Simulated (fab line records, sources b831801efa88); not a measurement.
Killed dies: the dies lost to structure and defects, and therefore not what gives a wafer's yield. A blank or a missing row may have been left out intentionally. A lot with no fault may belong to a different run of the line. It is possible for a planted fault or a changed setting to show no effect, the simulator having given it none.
Struck lot and sound lot, side by side | flow sky130 | 42 steps out of a route of 708
Sound: wafers L677.1, L677.5, L677.6. Wafers struck: L691.2, L691.4, L691.6. The cause is named last.
For every step that has rows: the tool of each side, followed by ch and its chambers, followed by its first start. Under that, the readings that differ: sound wafers | struck wafers | difference of the means | sigmas: that difference in standard deviations of wafers without a fault.
alike: same words and numbers on both sides, and readings whose means sit less than 2 such deviations apart. not compared: any withheld reading, any reading some wafer has no value for, any bound like >300 that may hide the same value, and any number with overlapping values for which the record gives no deviation.
The two part at a step that has a row with sigmas, a row that says differs or no value, or rows on one side only. Numbers that don't overlap but have no deviation are shown without sigmas and don't part them. A reading that every wafer of one side lacks parts them only if that side has two wafers or more.

SKY_SD_P_CD_MEAS_07 targets a cd of 380 nm.
  sound on cd_sem-01, day 28 00:11; struck on cd_sem-01, day 32 09:24
  alike: cd_nm
SKY_SD_P_OVL_MEAS_08:
  sound on overlay-01, day 28 00:19; struck on overlay-01, day 32 09:31
  alike: SD_P_OVL
then, 1 step without rows for these wafers: SKY_SD_P_IMPLANT_09.
SKY_SD_P_STRIP_10: strips in O2/N2.
  sound on plasma_asher-01 ch 0,1, day 28 00:29; struck on plasma_asher-04 ch 0,1, day 32 09:41
  alike: drypump_motor_current_A, oes_product_au, strip_time_to_endpoint_s
  not compared: rf_hours_counter_h
SKY_SD_P_TW_MEAS_11:
  sound on film_metro-01, day 28 00:35; struck on film_metro-01, day 32 09:48
  alike: SD_P_TW
then, 7 steps without rows for these wafers: SKY_RES_XHIGH_DEHYDRATE_00 (time 60 s); SKY_RES_XHIGH_HMDS_01 (prime time 60 s); SKY_RES_XHIGH_COAT_02 (resist thk 1140 nm); SKY_RES_XHIGH_SOFTBAKE_03 (time 60 s); SKY_RES_XHIGH_EXPOSE_04 (exposes mask URPM, target cd 1270 nm); SKY_RES_XHIGH_PEB_05; SKY_RES_XHIGH_DEVELOP_06 (develop time 60 s).
SKY_RES_XHIGH_IMPLANT_07:
  sound on implanter-02 ch 0, day 29 04:56; struck on implanter-01 ch 0, day 33 12:25
SKY_RES_XHIGH_STRIP_08: strips in O2/N2.
  sound on plasma_asher-04 ch 0,1, day 29 05:05; struck on plasma_asher-04 ch 0,1, day 33 12:32
  reading                      | sound             | struck            | difference | sigmas
  strip_time_to_endpoint_s (s) | 14.30 14.31 14.35 | 14.21 14.25 14.22 | -0.09      | -3
  alike: drypump_motor_current_A, oes_product_au
  not compared: rf_hours_counter_h
SKY_RES_XHIGH_TW_MEAS_09:
  sound on film_metro-03, day 29 05:11; struck on film_metro-01, day 33 12:39
  alike: RES_XHIGH_TW
then, 7 steps without rows for these wafers: SKY_SD_N_DEHYDRATE_00 (time 60 s); SKY_SD_N_HMDS_01 (prime time 60 s); SKY_SD_N_COAT_02 (resist thk 1140 nm); SKY_SD_N_SOFTBAKE_03 (time 60 s); SKY_SD_N_EXPOSE_04 (exposes mask NSDM, target cd 380 nm); SKY_SD_N_PEB_05; SKY_SD_N_DEVELOP_06 (develop time 60 s).
SKY_SD_N_CD_MEAS_07 targets a cd of 380 nm.
  sound on cd_sem-01, day 30 09:24; struck on cd_sem-02, day 34 14:48
  alike: cd_nm
SKY_SD_N_OVL_MEAS_08:
  sound on overlay-01, day 30 09:31; struck on overlay-02, day 34 14:55
  alike: SD_N_OVL
then, 2 steps without rows for these wafers: SKY_SD_N_IMPLANT_09; SKY_SD_N_IMPLANT_10.
SKY_SD_N_STRIP_11: strips in O2/N2.
  sound on plasma_asher-03 ch 0,1, day 30 09:52; struck on plasma_asher-02 ch 0,1, day 34 15:14
  alike: drypump_motor_current_A, oes_product_au, strip_time_to_endpoint_s
  not compared: rf_hours_counter_h
SKY_SD_N_TW_MEAS_12:
  sound on film_metro-03, day 30 09:58; struck on film_metro-02, day 34 15:21
  alike: SD_N_TW
then, 1 step without rows for these wafers: SKY_SD_N_CLEAN_13 (cleans in SC1/SC2, time 150 s).
SKY_SD_N_RTA_14: time 2 s.
  sound on rtp_anneal-01 ch 0, day 30 10:04; struck on rtp_anneal-01 ch 0, day 34 15:30
  alike: lamp_power_pct, wafer_temp_C_max
SKY_SD_N_RS_MEAS_16: measurement is done with a four-point probe.
  sound on film_metro-02, day 30 10:14; struck on film_metro-03, day 34 15:41
  alike: SD_N_RS
SKY_SD_N_RS_MEAS_17: measurement is done with a four-point probe.
  sound on film_metro-02, day 30 10:22; struck on film_metro-03, day 34 15:49
  alike: SD_P_RS
SKY_SD_N_RS_MEAS_18: measurement is done with a four-point probe.
  sound on film_metro-02, day 30 10:29; struck on film_metro-03, day 34 15:56
  reading               | sound             | struck            | difference | sigmas
  RES_XHIGH_RS (ohm/sq) | 331.8 330.1 331.5 | 335.8 334.9 335.5 | +4.3       | +4
then, 2 steps without rows for these wafers: SKY_SALICIDE_CLEAN_00 (cleans in HF-last, time 30 s); SKY_LI_CONTACT_HDPCVD_00 (deposits PSG, target thk 930 nm, time 155 s).
SKY_LI_CONTACT_THK_MEAS_01:
  sound on film_metro-03, day 30 10:46; struck on film_metro-02, day 34 16:10
  alike: LI_CONTACT_HDPCVD_THK
SKY_LI_CONTACT_CMP_02: polishes PSG.
  sound on cmp-02 ch 0,1,2, day 30 10:59; struck on cmp-01 ch 0,2,3, day 34 16:16
  alike: motor_current_A, slurry_flow_ml_min, time_to_endpoint_s
SKY_LI_CONTACT_BOW_MEAS_03:
  sound on film_metro-03, day 30 11:08; struck on film_metro-03, day 34 16:32
  alike: LI_CONTACT_BOW
then, 3 steps without rows for these wafers: SKY_LI_CONTACT_DEHYDRATE_04 (time 60 s); SKY_LI_CONTACT_HMDS_05 (prime time 60 s); SKY_LI_CONTACT_COAT_06 (resist thk 60 nm).
-- record jumps: 16 days separate the struck wafers' starts on either side; left off in module LI_CONTACT, taken up again in module PAD_OPEN, whose first shown step is the route's number 708 --
SKY_PAD_OPEN_PROBE_99:
  sound on prober-02, day 47 16:49; struck on prober-02, day 50 10:46
  reading                                  | sound            | struck          | difference | sigmas
  model.etest.res_xhigh_po.rs_ohm_sq_range | 33.17 36.54 22.9 | 271.8 257.4 285 | +240.5     |
  alike: killed_at_M0_to_M3, killed_at_M4_up, killed_at_contacts, killed_at_front_end, killed_at_other, killed_dies, killed_open, killed_short

## WHERE THEY PART
At SKY_RES_XHIGH_STRIP_08 first; at SKY_SD_N_RS_MEAS_18 last (within this record only). Later steps at which nothing parts them and some readings are alike: SKY_LI_CONTACT_THK_MEAS_01, SKY_LI_CONTACT_CMP_02, SKY_LI_CONTACT_BOW_MEAS_03, SKY_PAD_OPEN_PROBE_99.

WHY: the cause the simulator had injected
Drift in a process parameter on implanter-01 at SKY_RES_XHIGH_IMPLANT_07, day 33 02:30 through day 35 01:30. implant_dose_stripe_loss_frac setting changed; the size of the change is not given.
